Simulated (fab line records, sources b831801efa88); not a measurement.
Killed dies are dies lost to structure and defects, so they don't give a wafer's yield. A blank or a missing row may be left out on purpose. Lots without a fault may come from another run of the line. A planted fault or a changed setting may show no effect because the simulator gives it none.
One fault seen from 2 desks | flow sky130 | each desk has only its own numbers; what lay behind them comes last

THE TOOL OWNER'S DESK: litho_track-03
The tool's own readings at SKY_LDD_HVP_SOFTBAKE_03 (time 60 s): means of the sampled wafers that have a number, for each lot that ran on this tool. A lot is out of limits, marked OUT, if its mean lies more than 4 standard deviations from the usual mean; the brackets give that distance.
Columns: A = heater_power_total_W at SKY_LDD_HVP_SOFTBAKE_03, usual 56.60 W; B = run_length_s at SKY_LDD_HVP_SOFTBAKE_03, usual 89.25 s
lot  | first seen here | A               | B
L845 | day 21 23:30    | 56.63           | 89.33
L852 | day 24 04:42    | 59.03 (+57) OUT | 82.36 (-57) OUT
L854 | day 25 05:53    | 58.31 (+40) OUT | 84.73 (-38) OUT
L861 | day 27 20:47    | 56.59           | 89.36
L862 | day 28 01:56    | 56.60           | 89.30
L865 | day 28 18:23    | 56.55           | 89.24
L866 | day 28 22:48    | 56.63           | 89.24
This desk's finding: out of limits on L852, L854; first on L852, day 24 04:42 (heater_power_total_W at SKY_LDD_HVP_SOFTBAKE_03). In limits: L845, L861, L862, L865, L866.

THE METROLOGY DESK
What the gauges read, lot by lot, whatever tool the lot ran on: means of the sampled wafers that have a number. A lot is out of limits, marked OUT, if its mean lies more than 4 standard deviations from the usual mean; the brackets give that distance.
Columns: A = VT_ADJUST_PCH_TW at SKY_VT_ADJUST_PCH_TW_MEAS_10, usual 140.7; B = cd_nm at SKY_POLY_GATE_CD_MEAS_13, usual 149.9 nm; C = LDD_N_OVL at SKY_LDD_N_OVL_MEAS_07, usual 0.7 nm
lot  | first seen here | A     | B     | C
L843 | day 10 04:50    | 141.4 | 150.6 | 1.0
L844 | day 10 17:14    | 140.9 | 151.5 | 1.2
L845 | day 11 03:45    | 140.7 | 151.4 | 0.0
L846 | day 11 05:14    | 141.5 | 151.5 | 0.0
L852 | day 13 03:01    | 139.6 | 148.9 | 1.9
L854 | day 14 04:50    | 139.8 | 150.6 | -0.5
L856 | day 14 13:16    | 141.0 | 149.6 | -1.2
L857 | day 14 19:34    | 140.5 | 151.6 | 2.0
L858 | day 15 06:17    | 141.6 | 151.4 | 0.1
L861 | day 16 17:52    | 140.8 | 150.8 | -1.5
L862 | day 16 20:05    | 139.3 | 148.2 | -0.5
L864 | day 17 05:18    | 139.7 | 150.0 | 0.1
L865 | day 17 13:23    | 139.5 | 148.6 | -0.1
L866 | day 17 17:17    | 139.2 | 148.7 | 0.6
This desk's finding: nothing out of limits on any of the 14 lots.

PUT TOGETHER
The tool owner's desk could have raised an alarm at day 24 04:42, on L852, L854.
The metrology desk saw nothing out of limits.
The metrology desk has L852, L854 on record, within its limits.
Of the lots named, all ran SKY_LDD_HVP_SOFTBAKE_03 on litho_track-03.

WHAT THE SIMULATOR HAD PUT IN
Process parameter drift: litho_track-03, from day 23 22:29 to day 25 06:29, at SKY_LDD_HVP_SOFTBAKE_03. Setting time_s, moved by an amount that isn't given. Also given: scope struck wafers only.
Lots struck among those shown: L852, L854.
Hours from the fault's start to each desk's first reading out of limits: the tool owner's desk, 6.
